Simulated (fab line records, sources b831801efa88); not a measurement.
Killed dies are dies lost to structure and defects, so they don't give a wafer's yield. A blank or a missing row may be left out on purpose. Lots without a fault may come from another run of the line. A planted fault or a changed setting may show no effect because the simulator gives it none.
fab line records | flow sky130
record lots=6 wafers=18 last_day=49
route steps=708 shown FIELD_ISO@1
lots that met no fault: from a run of the same line without faults
start_h: hours from the record's first day to the start of the lot's first wafer shown | wait_h: hours since the lot's step before | " the same as in the row above | L1.1+2: a row that stands for several wafers | - no value, or no start given | * or withheld: withheld | < > ~ a bound
route shown NAME@n: a module of which the file shows steps, and the number in the route of the first | usual: mean/standard deviation of fault-free wafers | same: alike in all rows | chamber/n: place in a boat | sites: the reading at each site | _std_site: their standard deviation | _edge_site: outer sites' mean less inner sites' | radius_mm: how far each site lies from the wafer's centre | mask NAME#n: copy n | behind: the tool/chamber that last shaped the wafer | hold: why the lot was held/for how many hours/how that ended | device: the transistor (n, p or np) that didn't switch | end of line: the same wafers' tests at the end of the route | a step without rows: its recipe alone | killed: dies lost to structure and defects at the first sort, not the wafer's yield | map: a wafer's dies, x killed, . not, _ none there
set.NAME: the setting as run; set.NAME@STEP: as run at that earlier step | model.NAME: the simulator's own value behind a step, which no gauge read
lots at some steps of the route; a table a step, a row a wafer
services: from which hour (start_h, from the record's first day; less than 0 if before it) a tool's chamber was out of use, for how many hours, and why
## steps
# step SKY_FIELD_ISO_BOW_MEAS_00
# recipe mode=bow
# usual INCOMING_BOW=-1/6.3
# columns lot.wafer tool chamber start_h wait_h INCOMING_BOW[um]
L525.2 film_metro-03 - 20.02 - 0
L525.4 " - " " 7
L525.6 " - " " 0
L529.1 film_metro-03 - 40.00 - -5
L529.4 " - " " -17
L529.5 " - " " 2
L536.1 film_metro-04 - 75.00 - -2
L536.4 " - " " -10
L536.6 " - " " -9
L537.3 film_metro-03 - 80.04 - -3
L537.5 " - " " 0
L537.6 " - " " -4
L538.1 film_metro-03 - 85.00 - -5
L538.3 " - " " 3
L538.6 " - " " -7
L544.1 film_metro-01 - 115.00 - -3
L544.4 " - " " -12
L544.6 " - " " 2
# step SKY_FIELD_ISO_OXIDATION_01
# recipe temp_c=900 ambient=O2 stabilise_s=600 purge_s=300 target_thk_a=120 ox_time_s=1843
# step SKY_FIELD_ISO_THK_MEAS_02
# recipe reads=SiO2_of_FIELD_ISO_OXIDATION_01
# usual FIELD_ISO_OXIDATION_00_THK=12.00/0.21
# columns lot.wafer tool chamber start_h wait_h FIELD_ISO_OXIDATION_00_THK[nm]
L525.2 film_metro-01 - 21.64 0.0 12.16
L525.4 " - " " 11.86
L525.6 " - " " 12.13
L529.1 film_metro-01 - 42.44 0.0 11.99
L529.4 " - " " 12.00
L529.5 " - " " 11.79
L536.1 film_metro-04 - 76.63 0.0 11.99
L536.4 " - " " 12.11
L536.6 " - " " 11.99
L537.3 film_metro-04 - 82.42 0.0 12.21
L537.5 " - " " 12.36
L537.6 " - " " 12.12
L538.1 film_metro-01 - 87.81 0.0 11.62
L538.3 " - " " 11.56
L538.6 " - " " 11.56
L544.1 film_metro-03 - 116.82 0.0 11.92
L544.4 " - " " 11.69
L544.6 " - " " 11.87
# step SKY_FIELD_ISO_CVD_03
# recipe material=Si3N4 precursor=DCS/NH3 target_thk_nm=165 temp_c=770 time_s=2830 pressure_mtorr=250
# step SKY_FIELD_ISO_THK_MEAS_04
# recipe reads=Si3N4_of_FIELD_ISO_CVD_03
# usual FIELD_ISO_CVD_03_THK=164.9/1.5
# columns lot.wafer tool chamber start_h wait_h FIELD_ISO_CVD_03_THK[nm]
L525.2 film_metro-01 - 23.49 0.0 164.3
L525.4 " - " " 166.9
L525.6 " - " " 165.2
L529.1 film_metro-04 - 46.33 0.0 165.0
L529.4 " - " " 166.3
L529.5 " - " " 165.6
L536.1 film_metro-03 - 78.48 0.0 164.8
L536.4 " - " " 165.9
L536.6 " - " " 164.3
L537.3 film_metro-03 - 84.43 0.0 165.4
L537.5 " - " " 164.3
L537.6 " - " " 165.8
L538.1 film_metro-04 - 89.66 0.0 165.4
L538.3 " - " " 163.8
L538.6 " - " " 164.5
L544.1 film_metro-01 - 118.67 0.0 163.7
L544.4 " - " " 163.5
L544.6 " - " " 164.0
# step SKY_FIELD_ISO_DEHYDRATE_05
# recipe temp_c=200 time_s=60
# step SKY_FIELD_ISO_HMDS_06
# recipe prime_time_s=60 prime_temp_c=120
# step SKY_FIELD_ISO_COAT_07
# recipe resist=BARC temp_c=withheld time_s=withheld spin_rpm=3000 resist_thk_nm=60
# step SKY_FIELD_ISO_COAT_08
# recipe resist=KrF-thick spin_rpm=3000 resist_thk_nm=450
# usual spin_speed_rpm=3000.0/1.6
# columns lot.wafer tool chamber start_h wait_h spin_speed_rpm model.KrF-thick_of_FIELD_ISO_COAT_08.thk_nm
L525.2 litho_track-03 0 30 - 2995.9 450.5
L525.4 " 0 " " 2996.9 450.3
L525.6 " 0 " " 2999.9 450.3
L529.1 litho_track-04 0 53 - 3001.0 450.7
L529.4 " 0 54 - 3000.7 451.2
L529.5 " 0 " " 2998.2 450
L536.1 litho_track-03 0 86 - 2997.6 453.1
L536.4 " 0 " " 2998.6 453.4
L536.6 " 0 " " 3001.1 452.6
L537.3 litho_track-04 0 93 - 2830.3 461.4
L537.5 " 0 " " 2832.9 461.9
L537.6 " 0 " " 2832.5 462.5
L538.1 litho_track-04 0 98 - 2830.2 461.6
L538.3 " 0 " " 2834.5 462.8
L538.6 " 0 " " 2832.1 463
L544.1 litho_track-03 0 127 - 3000.0 450.1
L544.4 " 0 " " 3001.9 451.1
L544.6 " 0 " " 2998.1 450.6
# step SKY_FIELD_ISO_SOFTBAKE_09
# recipe temp_c=100.5 time_s=90 resist=KrF-thick
# step SKY_FIELD_ISO_EXPOSE_10
# recipe mask_id=FOM na=0.68 source_shape=annular sigma_inner=0.4 sigma_outer=0.8 target_cd_nm=150 dose_mj=28
# step SKY_FIELD_ISO_PEB_11
# recipe peb_temp_c=withheld peb_time_s=withheld resist=KrF-thick
# step SKY_FIELD_ISO_DEVELOP_12
# recipe develop_time_s=60 resist=KrF-thick dev_temp_c=21
# step SKY_FIELD_ISO_CD_MEAS_13
# recipe target_cd_nm=150
# usual cd_nm=150.3/1.5
# columns lot.wafer tool chamber start_h wait_h cd_nm
L525.2 cd_sem-01 - 37.65 - 153.5
L525.4 " - " " 151.9
L525.6 " - " " 152.8
L529.1 cd_sem-02 - 61.82 - 150.6
L529.4 " - " " 151.3
L529.5 " - " " 149.7
L536.1 cd_sem-02 - 95.38 - 150.0
L536.4 " - " " 150.4
L536.6 " - " " 149.8
L537.3 cd_sem-01 - 102.11 - 151.2
L537.5 " - " " 150.4
L537.6 " - " " 150.6
L538.1 cd_sem-01 - 107.26 - 148.8
L538.3 " - " " 149.2
L538.6 " - " " 148.3
L544.1 cd_sem-02 - 137.32 - 151.1
L544.4 " - " " 149.7
L544.6 " - " " 150.4
# step SKY_FIELD_ISO_ETCH_14
# recipe chemistry=N2/H2 target=BARC ion_energy_ev=204.6 source_w=500 bias_w=100 pressure_mtorr=30 n2_flow_sccm=100 h2_flow_sccm=200 stop_on=SiO2 time_s=45.9 target_depth_a=600
# usual drypump_motor_current_A=5.9/0.48 oes_product_au=0.854/0.005 throttle_valve_pct=13.225/0.0091
# columns lot.wafer tool chamber start_h wait_h drypump_motor_current_A oes_product_au rf_hours_counter_h throttle_valve_pct
L525.2 rie_diel-01 0 37.75 0.1 5.6 0.852 30 13.224
L525.4 " 2 " " 5.4 0.848 126 13.225
L525.6 " 2 " " 5.4 0.855 - 13.234
L529.1 rie_diel-03 3 61.94 0.1 5.5 0.860 74 13.222
L529.4 " 2 " " 5.4 0.845 116 13.237
L529.5 " 2 " " 5.4 0.852 - 13.234
L536.1 rie_diel-02 3 95.50 0.1 6.0 0.853 23 13.218
L536.4 " 1 " " 6.3 0.862 - 13.222
L536.6 " 0 " " 6.8 0.849 - 13.229
L537.3 rie_diel-02 3 102.23 0.1 6.0 0.849 - 13.218
L537.5 " 3 " " 6.0 0.860 - 13.233
L537.6 " 3 " " 6.0 0.857 - 13.237
L538.1 rie_diel-03 0 107.38 0.1 6.0 0.849 112 13.232
L538.3 " 3 " " 5.5 0.851 75 13.232
L538.6 " 1 " " 5.0 0.843 - 13.216
L544.1 rie_diel-01 2 137.44 0.1 5.4 0.854 128 13.223
L544.4 " 3 " " 5.6 0.850 32 13.229
L544.6 " 3 " " 5.6 0.855 - 13.228
# step SKY_FIELD_ISO_ETCH_15
# recipe chemistry=CHF3/O2 target_depth_nm=180 stop_on=Si source_w=600 bias_w=200 pressure_mtorr=40 chf3_flow_sccm=50 O2_flow_sccm=5 time_s=72
# usual chf3_flow_sccm=50.00/0.15 drypump_motor_current_A=5.9/0.48 oes_product_au=0.946/0.0071 throttle_valve_pct=8.844/0.0093
# columns lot.wafer tool chamber start_h wait_h chf3_flow_sccm drypump_motor_current_A oes_product_au rf_hours_counter_h throttle_valve_pct model.KrF-thick_of_FIELD_ISO_COAT_08.thk_nm
L525.2 rie_diel-01 0 37.79 0.0 50.13 5.5 0.952 30 8.828 239.1
L525.4 " 2 " " 49.99 5.4 0.951 126 8.834 230.5
L525.6 " 2 " " 49.86 5.4 0.953 - 8.828 229.8
L529.1 rie_diel-03 3 61.98 0.0 50.08 5.5 0.952 74 8.834 235.9
L529.4 " 2 " " 50.19 5.4 0.953 116 8.828 233.1
L529.5 " 2 " " 50.07 5.4 0.948 - 8.834 232.8
L536.1 rie_diel-02 3 95.54 0.0 50.05 6.1 0.942 23 8.853 233.2
L536.4 " 1 " " 50.17 6.3 0.954 - 8.840 234.1
L536.6 " 0 " " 50.26 6.7 0.941 - 8.851 236.7
L537.3 rie_diel-02 3 102.37 0.1 49.67 6.0 0.956 - 8.843 239.8
L537.5 " 3 " " 49.85 6.0 0.936 - 8.848 239.4
L537.6 " 3 " " 49.81 6.0 0.949 - 8.848 240.1
L538.1 rie_diel-03 0 107.42 0.0 49.96 6.0 0.949 112 8.862 253.3
L538.3 " 3 " " 50.19 5.5 0.939 75 8.855 243.8
L538.6 " 1 " " 50.25 5.0 0.942 - 8.838 248.4
L544.1 rie_diel-01 2 137.48 0.0 49.77 5.4 0.940 128 8.846 229.9
L544.4 " 3 " " 50.16 5.6 0.944 32 8.825 230.2
L544.6 " 3 " " 50.19 5.5 0.936 - 8.834 227.6
# step SKY_FIELD_ISO_STRIP_16
# recipe chemistry=O2/N2 power_w=1400 pressure_mtorr=1500 platen_temp_c=withheld o2_flow_sccm=3000 n2_flow_sccm=300 overash_fraction=0.5
# usual drypump_motor_current_A=5.8/0.65 oes_product_au=0.377/0.0048 strip_time_to_endpoint_s=3.52/0.047
# columns lot.wafer tool chamber start_h wait_h drypump_motor_current_A oes_product_au rf_hours_counter_h strip_time_to_endpoint_s
L525.2 plasma_asher-04 1 37.85 0.0 6.1 0.378 35 3.56
L525.4 " 0 " " 6.7 0.372 - 3.49
L525.6 " 1 " " 6.1 0.376 - 3.48
L529.1 plasma_asher-02 1 62.03 0.0 6.7 0.380 37 3.54
L529.4 " 0 " " 5.5 0.373 - 3.50
L529.5 " 1 " " 6.7 0.381 - 3.50
L536.1 plasma_asher-04 1 95.60 0.0 6.2 0.370 41 3.50
L536.4 " 1 " " 6.1 0.378 - 3.53
L536.6 " 0 " " 6.7 0.383 - 3.55
L537.3 plasma_asher-02 1 102.52 0.1 6.7 0.378 - 3.59
L537.5 " 1 " " 6.7 0.381 - 3.59
L537.6 " 0 " " 5.5 0.375 - 3.58
L538.1 plasma_asher-01 1 107.48 0.0 5.0 0.393 30 3.73
L538.3 " 1 " " 5.0 0.376 - 3.63
L538.6 " 0 " " 5.4 0.385 - 3.68
L544.1 plasma_asher-04 0 137.53 0.0 6.7 0.372 1 3.48
L544.4 " 1 " " 6.1 0.375 - 3.48
L544.6 " 1 " " 6.1 0.377 - 3.45
## services
# columns tool chamber start_h hours kind
rie_diel-01 1 17.57 16.6 repair
rie_diel-02 3 20.02 8.8 repair
plasma_asher-02 - 23.82 1.3 repair
plasma_asher-04 - 46.68 0.6 repair
plasma_asher-04 - 73.69 0.5 repair
plasma_asher-02 - 81.77 1.3 repair
rie_diel-02 2 91.79 15.3 repair
plasma_asher-04 - 96.85 21.6 repair
rie_diel-02 1 99.98 5.9 repair
rie_diel-02 0 101.05 10.0 repair
plasma_asher-04 - 118.45 9.0 pm
plasma_asher-04 0 118.45 9.0 vent_cycle
plasma_asher-04 1 118.45 9.0 vent_cycle
plasma_asher-04 0 127.45 - clean
plasma_asher-04 1 127.45 - clean
rie_diel-02 3 128.91 1.3 repair
## key
first_sign step=SKY_FIELD_ISO_COAT_08 reading=spin_speed_rpm direction=down sigmas=99+ usual=3000.0 struck=2832.1
effect none on later readings
model_effect step=SKY_FIELD_ISO_COAT_08 value=KrF-thick_of_FIELD_ISO_COAT_08.thk_nm without=449 struck=462.2
model_effect step=SKY_FIELD_ISO_ETCH_15 value=KrF-thick_of_FIELD_ISO_COAT_08.thk_nm without=231 struck=244.1
met_at SKY_FIELD_ISO_COAT_08
struck_wafers L537.3,L537.5,L537.6,L538.1,L538.3,L538.6
tester_left_out L537,L538
onset_between 53 93
fault kind=process_parameter_drift tool=litho_track-04 chamber=- onset_h=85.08 steps=SKY_FIELD_ISO_COAT_08 channel=spin_rpm offset=-168.66 shape=step end_h=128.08 acts_in=these_recipes_only stated=3000
# tester_left_out: of these lots the tester's yield and bins aren't shown, on N5 and GAA mostly nor the transistor test; their killed dies are dies lost to structure and defects alone, not to doping, threshold or leakage, so they don't give the yield
